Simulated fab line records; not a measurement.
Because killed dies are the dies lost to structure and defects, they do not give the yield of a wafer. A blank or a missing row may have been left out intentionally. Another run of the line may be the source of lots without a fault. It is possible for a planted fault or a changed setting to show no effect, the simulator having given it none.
The tool behind it: which one?	flow gf180mcu	42 wafers from 14 lots sampled at 2 of the route's 602 steps

== WHAT THE GAUGES READ, wafer by wafer ==
GF_NSD_OVL_MEAS_08. Usual: NSD_OVL gives -1.2 nm (standard deviation 1.5).
lot	measured	on	NSD_OVL (nm)	flag
L878	day 13 13:38	overlay-01	-1.5 -0.5 -3.2	
L879	day 14 00:52	overlay-02	-1.5 -0.7 -2.1	
L881	day 14 15:47	overlay-02	-3.3 -5.2 -2.4	
L882	day 15 12:31	overlay-02	-3.4 -2.1 -5.5	
L884	day 15 20:48	overlay-01	-0.2 -0.4 -0.9	
L885	day 16 01:05	overlay-02	-1.0 -2.0 -2.1	
L886	day 16 17:16	overlay-01	-1.0 -0.4 -2.1	
L894	day 19 13:39	overlay-02	-1.9 -0.3 0.1	
L895	day 19 19:59	overlay-01	-1.6 2.9 -0.8	
L897	day 20 06:16	overlay-01	1.4 3.5 1.5	
L896	day 20 10:08	overlay-01	-1.1 -1.4 -2.0	
L898	day 20 18:22	overlay-02	0.2 -1.9 -0.4	
L899	day 21 04:44	overlay-02	-2.8 -2.4 -0.8	
L900	day 21 10:52	overlay-02	-1.4 -2.2 -1.9	

GF_NSD_TW_MEAS_12. Usual: NSD_TW gives 4223 (standard deviation 34).
lot	measured	on	NSD_TW	flag
L878	day 13 14:05	film-metro-03	4246 4242 4248	
L879	day 14 01:18	film-metro-04	4193 4200 4178	
L881	day 14 16:14	film-metro-03	4264 4251 4267	
L882	day 15 12:57	film-metro-04	4167 4161 4189	
L884	day 15 21:14	film-metro-03	4247 4262 4237	
L885	day 16 01:32	film-metro-01	4265 4243 4263	
L886	day 16 17:42	film-metro-03	4267 4264 4227	
L894	day 19 14:06	film-metro-04	4179 4192 4198	
L895	day 19 20:25	film-metro-04	4189 4193 4174	
L897	day 20 06:43	film-metro-04	4178 4151 4144	
L896	day 20 11:40	film-metro-03	4238 4225 4211	
L898	day 20 18:48	film-metro-04	4177 4170 4168	
L899	day 21 05:10	film-metro-03	4223 4237 4229	
L900	day 21 11:18	film-metro-01	4232 4238 4257	

== WHICH TOOL RAN EACH LOT (tool, then ch and the chambers of the sampled wafers, then the start) ==
Record: no process step prior to these readings.

== WHAT THE TOOLS THEMSELVES READ (means of the sampled wafers that have a number; where no wafer has one, the mark that the record gives instead) ==
The record holds no such reading with a usual standard deviation.

== THE ANSWER, worked out from the rows above alone ==
Rule: a lot counts as off when the mean over its wafers that have a number is more than 3 standard deviations away from the usual mean. Also off: a lot with no number at a reading for which 4 or more lots have one. Where the step has rows for the other lots, those lots are counted as sound. The gauges are gone through in route order, then the tools' own readings, and for those a lot's mean is taken as printed above. At the first step where some lot is off, the reading lying furthest off is the one used; lots without a number count as furthest.
None of the lots is off at any reading shown; this tells nothing.

== WHAT WAS PUT IN BY THE SIMULATOR ==
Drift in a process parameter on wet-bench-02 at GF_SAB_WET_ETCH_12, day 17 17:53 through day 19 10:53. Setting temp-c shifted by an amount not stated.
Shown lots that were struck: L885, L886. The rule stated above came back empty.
